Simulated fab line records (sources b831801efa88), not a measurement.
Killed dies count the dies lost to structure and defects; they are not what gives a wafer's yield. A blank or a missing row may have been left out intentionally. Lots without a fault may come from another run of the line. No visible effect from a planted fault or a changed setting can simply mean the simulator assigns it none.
A lot that was struck, set against a sound lot | flow sfq line | 42 steps out of a route of 325
Sound: wafers L347.1, L347.2, L347.6. Struck: wafer L353.4. (L353.2, L353.5 of the same lot were not struck and are left out.) The cause comes at the end.
Each step with rows lists, per side, the tool, then ch with its chambers, then its first start. Under that, the readings that differ: sound wafers | struck wafers | difference of the means | sigmas: that difference in standard deviations of wafers without a fault.
alike: readings with means less than 2 such deviations apart, plus words and numbers identical on both sides. not compared: withheld readings, readings lacking a value on some wafer, bounds such as >300 that could conceal the same value, and numbers that have no deviation in the record and whose values overlap.
The two part at a step that has a row with sigmas, a row that says differs or no value, or rows on one side only. Numbers that don't overlap but have no deviation are shown without sigmas and don't part them. A reading missing from all wafers of one side parts the sides only when that side holds two or more wafers.

first, 6 steps without rows for these wafers: SFQ_TRILAYER_M1_LITHO_COAT_044 (resist thk 62 nm); SFQ_TRILAYER_M1_LITHO_COAT_039 (resist thk 600 nm); SFQ_TRILAYER_M1_LITHO_SOFTBAKE_043; SFQ_TRILAYER_M1_LITHO_EXPOSE_040 (exposes mask M1, target cd 500 nm); SFQ_TRILAYER_M1_LITHO_PEB_042 (peb time 60 s); SFQ_TRILAYER_M1_LITHO_DEVELOP_041 (time 60 s).
SFQ_M1_OVL_MEAS_911:
  struck on overlay-02, day 33 12:19; sound on overlay-02, day 30 13:08
  alike: M1_OVL
SFQ_TRILAYER_M1_BARC_OPEN_METAL_ETCH_054: etches BARC in O2, target depth 125 nm, time 41.7 s.
  sound on rie metal-03 ch 0,1, day 30 13:10; struck on rie metal-04 ch 1, day 33 12:20
  alike: drypump motor current A, oes product au
  not compared: rf hours counter h
then, 1 step without rows for these wafers: SFQ_TRILAYER_M1_ETCH_METAL_ETCH_042 (etches Nb in Cl2/Ar, stops on SiO2, target depth 240 nm, time 120 s).
SFQ_TRILAYER_M1_STRIP_STRIP_043: strips in O2.
  sound on rie metal-03 ch 0,1, day 30 13:21; struck on rie metal-04 ch 1, day 33 12:32
  alike: drypump motor current A, oes product au
  not compared: rf hours counter h
then, 2 steps without rows for these wafers: SFQ_TRILAYER_M1_STRIP_SOLV_CLEAN_044 (cleans in NMP, time 600 s); SFQ_TRILAYER_I1_DEP_PECVD_045 (deposits SiO2 from SiH4/N2O, time 111.11 s, target thk 500 nm).
SFQ_TRILAYER_I1_CMP_CMP_046: polishes SiO2.
  sound on cmp-01 ch 0,1,3, day 30 14:42; struck on cmp-01 ch 0, day 33 16:59
  reading                                             | sound             | struck | difference | sigmas
  time to endpoint s (s)                              | 218 220 218       | 264    | +45        | +6
  model.SiO2_of_TRILAYER_I1_DEP_PECVD_045.thk nm (nm) | 202.4 201.5 199.1 | 151.2  | -49.8      |
  alike: head pressure psi, motor current A
SFQ_I1_BOW_MEAS_912:
  struck on film metro-04, day 33 19:01; sound on film metro-04, day 30 17:12
  alike: I1_BOW
SFQ_TRILAYER_I1_METRO_MEASURE_047:
  struck on film metro-04, day 33 19:19; sound on film metro-04, day 30 17:19
  reading     | sound             | struck | difference | sigmas
  thk nm (nm) | 202.4 201.6 199.0 | 151.3  | -49.7      | -50
then, 6 steps without rows for these wafers: SFQ_TRILAYER_I1_VIA_LITHO_COAT_054 (resist thk 62 nm); SFQ_TRILAYER_I1_VIA_LITHO_COAT_049 (resist thk 650 nm); SFQ_TRILAYER_I1_VIA_LITHO_SOFTBAKE_053; SFQ_TRILAYER_I1_VIA_LITHO_EXPOSE_050 (exposes mask I1, target cd 500 nm); SFQ_TRILAYER_I1_VIA_LITHO_PEB_052 (peb time 60 s); SFQ_TRILAYER_I1_VIA_LITHO_DEVELOP_051 (time 60 s).
-- the record jumps here: 6 days lie between the struck wafers' starts before and after --
SFQ_I1_OVL_MEAS_913:
  struck on overlay-02, day 40 00:45; sound on overlay-01, day 37 09:01
  alike: I1_OVL
SFQ_TRILAYER_I1_VIA_BARC_OPEN_VIA_ETCH_071: etches BARC in O2, target depth 125 nm, time 41.7 s.
  sound on rie diel-02 ch 2,3, day 37 09:03; struck on rie diel-03 ch 2, day 40 00:47
  alike: drypump motor current A, oes product au
  not compared: rf hours counter h
SFQ_TRILAYER_I1_VIA_ETCH_VIA_ETCH_052: etches SiO2 in CHF3, stops on Nb, target depth 260 nm.
  sound on rie diel-02 ch 2,3, day 37 09:05; struck on rie diel-03 ch 2, day 40 00:49
  reading                        | sound             | struck | difference | sigmas
  oes product au (a.u.)          | 0.862 0.855 0.848 | 0.736  | -0.119     | -24
  model.I1.feature depth nm (nm) | 202.6 201.7 199.3 | 151.4  | -49.8      |
  model.etch.depth nm (nm)       | 202.4 201.5 199.1 | 151.2  | -49.8      |
  alike: drypump motor current A
then, 2 steps without rows for these wafers: SFQ_TRILAYER_I1_VIA_STRIP_STRIP_053 (strips in O2); SFQ_TRILAYER_I1_VIA_STRIP_SOLV_CLEAN_054 (cleans in NMP, time 600 s).
SFQ_TRILAYER_M2_DEP_PRE_CLEAN_056: time 22.5 s.
  struck on pvd sputter-04, day 40 01:43; sound on pvd sputter-03, day 37 09:59
  reading                                             | sound           | struck | difference | sigmas
  model.SiO2_of_TRILAYER_I1_DEP_PECVD_045.thk nm (nm) | 194.9 194 191.6 | 143.7  | -49.8      |
then, 1 step without rows for these wafers: SFQ_TRILAYER_M2_DEP_SPUTTER_055 (material Nb, target thk 200 nm, time 133.3 s).
SFQ_M2_RS_MEAS_914: a four-point-probe measurement.
  struck on film metro-02, day 40 01:51; sound on film metro-02, day 37 10:06
  alike: M2_NB_RS
then, 6 steps without rows for these wafers: SFQ_TRILAYER_M2_LITHO_COAT_062 (resist thk 62 nm); SFQ_TRILAYER_M2_LITHO_COAT_057 (resist thk 600 nm); SFQ_TRILAYER_M2_LITHO_SOFTBAKE_061; SFQ_TRILAYER_M2_LITHO_EXPOSE_058 (exposes mask M2, target cd 500 nm); SFQ_TRILAYER_M2_LITHO_PEB_060 (peb time 60 s); SFQ_TRILAYER_M2_LITHO_DEVELOP_059 (time 60 s).
-- the record jumps here: 7 days lie between the struck wafers' starts before and after --
SFQ_M2_OVL_MEAS_916:
  struck on overlay-02, day 46 16:01; sound on overlay-02, day 43 19:10
  alike: M2_OVL
then, 1 step without rows for these wafers: SFQ_TRILAYER_M2_BARC_OPEN_METAL_ETCH_077 (etches BARC in O2, target depth 125 nm, time 41.7 s).
SFQ_TRILAYER_M2_ETCH_METAL_ETCH_060: etches Nb in Cl2/Ar, stops on SiO2, target depth 240 nm, time 120 s.
  sound on rie metal-04 ch 0,1, day 43 19:16; struck on rie metal-02 ch 1, day 46 16:06
  alike: drypump motor current A, oes product au
  not compared: rf hours counter h
SFQ_TRILAYER_M2_STRIP_STRIP_061: strips in O2.
  sound on rie metal-04 ch 0,1, day 43 19:23; struck on rie metal-02 ch 1, day 46 16:14
  alike: drypump motor current A, oes product au
  not compared: rf hours counter h
then, 2 steps without rows for these wafers: SFQ_TRILAYER_M2_STRIP_SOLV_CLEAN_062 (cleans in NMP, time 600 s); SFQ_TRILAYER_I2_DEP_PECVD_063 (deposits SiO2 from SiH4/N2O, time 111.11 s, target thk 500 nm).
-- the record jumps here: 48 days lie between the struck wafers' starts before and after --
SFQ_M8_BOW_MEAS_951:
  struck on film metro-03, day 94 18:36; sound on film metro-02, day 92 15:46
  reading                 | sound            | struck | difference | sigmas
  model.etest.i1.link ohm | 1.99 1.978 1.976 | 1.935  | -0.046     |
  alike: M8_BOW

## WHERE THEY PART
First at SFQ_TRILAYER_I1_CMP_CMP_046; last, within this record, at SFQ_TRILAYER_I1_VIA_ETCH_VIA_ETCH_052. Later steps at which nothing parts them and some readings are alike: SFQ_M2_RS_MEAS_914, SFQ_M2_OVL_MEAS_916, SFQ_TRILAYER_M2_ETCH_METAL_ETCH_060, SFQ_TRILAYER_M2_STRIP_STRIP_061, SFQ_M8_BOW_MEAS_951.

WHY: what had been put in by the simulator
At SFQ_TRILAYER_I1_CMP_CMP_046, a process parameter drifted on cmp-01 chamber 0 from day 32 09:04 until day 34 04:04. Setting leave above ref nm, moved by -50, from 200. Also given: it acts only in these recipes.
